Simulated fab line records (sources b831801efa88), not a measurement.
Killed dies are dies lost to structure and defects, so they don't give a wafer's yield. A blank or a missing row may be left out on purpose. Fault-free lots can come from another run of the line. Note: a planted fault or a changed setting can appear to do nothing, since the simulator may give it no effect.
A struck lot beside a sound one || flow sky130 || 16 steps out of a route of 708
Sound: wafers L840.1, L840.3, L840.4. Struck: wafers L853.3, L853.5. (L853.2 of the same lot was not struck and is left out.) The cause comes at the end.
At each step with rows: each side's tool, then ch and its chambers, then its first start. Under that, the readings that differ: sound wafers || struck wafers || difference of the means || sigmas: that difference in standard deviations of wafers without a fault.
alike: same words and numbers on both sides, and readings whose means sit less than 2 such deviations apart. not compared: any withheld reading, any reading some wafer has no value for, any bound like >300 that may hide the same value, and any number with overlapping values for which the record gives no deviation.
Wherever a step has rows on one side only, a row that says differs or no value, or a row with sigmas, the two part there. When numbers do not overlap yet have no deviation, they are printed without sigmas and do not part them. A reading missing from all wafers of one side parts the sides only when that side holds two or more wafers.

first, 2 steps without rows for these wafers: SKY_METAL4_PEB_11; SKY_METAL4_DEVELOP_12 (develop time 60 s).
SKY_METAL4_CD_MEAS_13: the cd target is 300 nm.
  sound: cd_sem-02 at day 41 21:07; struck: cd_sem-02 at day 45 13:24
  alike: cd_nm
SKY_METAL4_OVL_MEAS_14:
  sound: overlay-01 at day 41 21:14; struck: overlay-01 at day 45 13:31
  alike: METAL4_OVL
SKY_METAL4_DESCUM_15: chemistry O2, time 8 s.
  sound on rie_metal-04 ch 0, day 41 21:16; struck on rie_metal-04 ch 0, day 45 13:32
  alike: drypump_motor_current_A, oes_product_au, rf_fwd_power_W
  not compared: rf_hours_counter_h
SKY_METAL4_ETCH_16: etches BARC in N2/H2, stops on SiO2, time 88.2 s, target depth 60 nm.
  sound on rie_metal-04 ch 0, day 41 21:19; struck on rie_metal-04 ch 0, day 45 13:34
  alike: drypump_motor_current_A, h2_flow_sccm, oes_product_au, rf_fwd_power_W, throttle_valve_pct
  not compared: rf_hours_counter_h
SKY_METAL4_ETCH_17: etches SiO2 in C4F8/O2/Ar, stops on TiN, time 3.9 s, target depth 15 nm.
  sound on rie_diel-04 ch 0,1,2, day 41 21:31; struck on rie_diel-01 ch 1,2, day 45 13:40
  alike: oes_product_au, rf_fwd_power_W
  not compared: rf_hours_counter_h
SKY_METAL4_METAL_ETCH_18: etches the open film in Cl2/BCl3, stops on SiO2, target depth 845 nm, time 183.1 s.
  sound on rie_metal-02 ch 0,1, day 41 21:32; struck on rie_metal-03 ch 0,1, day 45 13:41
  alike: drypump_motor_current_A, oes_product_au, rf_fwd_power_W, throttle_valve_pct
  not compared: rf_hours_counter_h
then, 4 steps without rows for these wafers: SKY_METAL4_STRIP_19 (strips in O2/N2); SKY_METAL4_STRIP_20 (strips in post etch residue remover, time 1200 s); SKY_METAL4_CLEAN_21 (cleans in IPA, time 180 s); SKY_METAL4_CLEAN_22 (cleans in O3/DIW).
SKY_VIA4_HDPCVD_00: deposits SiO2, target thk 1750 nm, time 291.7 s.
  sound on hdpcvd-02 ch 0,1,2, day 41 22:20; struck on hdpcvd-02 ch 1, day 45 14:28
{"reading": "sih4_flow_sccm (sccm)", "sound": "60.09 59.45 59.74", "struck": "71.77 71.90", "difference": "+12.08", "sigmas": "+64"}
{"reading": "model.SiO2_of_VIA4_HDPCVD_00.thk_nm (nm)", "sound": "1746 1717 1704", "struck": "2109 2104", "difference": "+384", "sigmas": ""}
SKY_VIA4_THK_MEAS_01:
  sound: film_metro-03 at day 41 22:31; struck: film_metro-03 at day 45 14:38
{"reading": "VIA4_HDPCVD_THK (nm)", "sound": "1746 1715 1705", "struck": "2109 2103", "difference": "+384", "sigmas": "+19"}
SKY_VIA4_CMP_02: polishes SiO2.
  sound on cmp-01 ch 0,1,3, day 41 22:47; struck on cmp-01 ch 0,3, day 45 14:41
  alike: motor_current_A
-- the record jumps here: 4 days lie between the struck wafers' starts before and after (it left off in module VIA4 and takes up again in module PAD_OPEN, whose first step shown is number 708 of the route) --
SKY_PAD_OPEN_PROBE_99:
  sound: prober-02 at day 45 21:00; struck: prober-01 at day 49 03:40
{"reading": "sort_bin_3_pad_short (%)", "sound": "0.2 0.6 0.4", "struck": "1.4 1.4", "difference": "+1.0", "sigmas": "+2"}
  alike: defect_limited_yield, killed_at_M0_to_M3, killed_at_M4_up, killed_at_contacts, killed_at_front_end, killed_at_other, killed_dies, killed_on_rim, killed_open, killed_short, sort_bin_5_function, sort_bin_6_memory, sort_bin_8_speed, sort_n_pass, sort_yield_pct

WHERE THEY PART
Earliest at SKY_VIA4_HDPCVD_00; latest, in this record, at SKY_PAD_OPEN_PROBE_99.

WHY: what the simulator had put in
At SKY_VIA4_HDPCVD_00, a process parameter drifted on hdpcvd-02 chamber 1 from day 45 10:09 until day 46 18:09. Setting sih4_flow_sccm, moved by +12, from 60. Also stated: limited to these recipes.
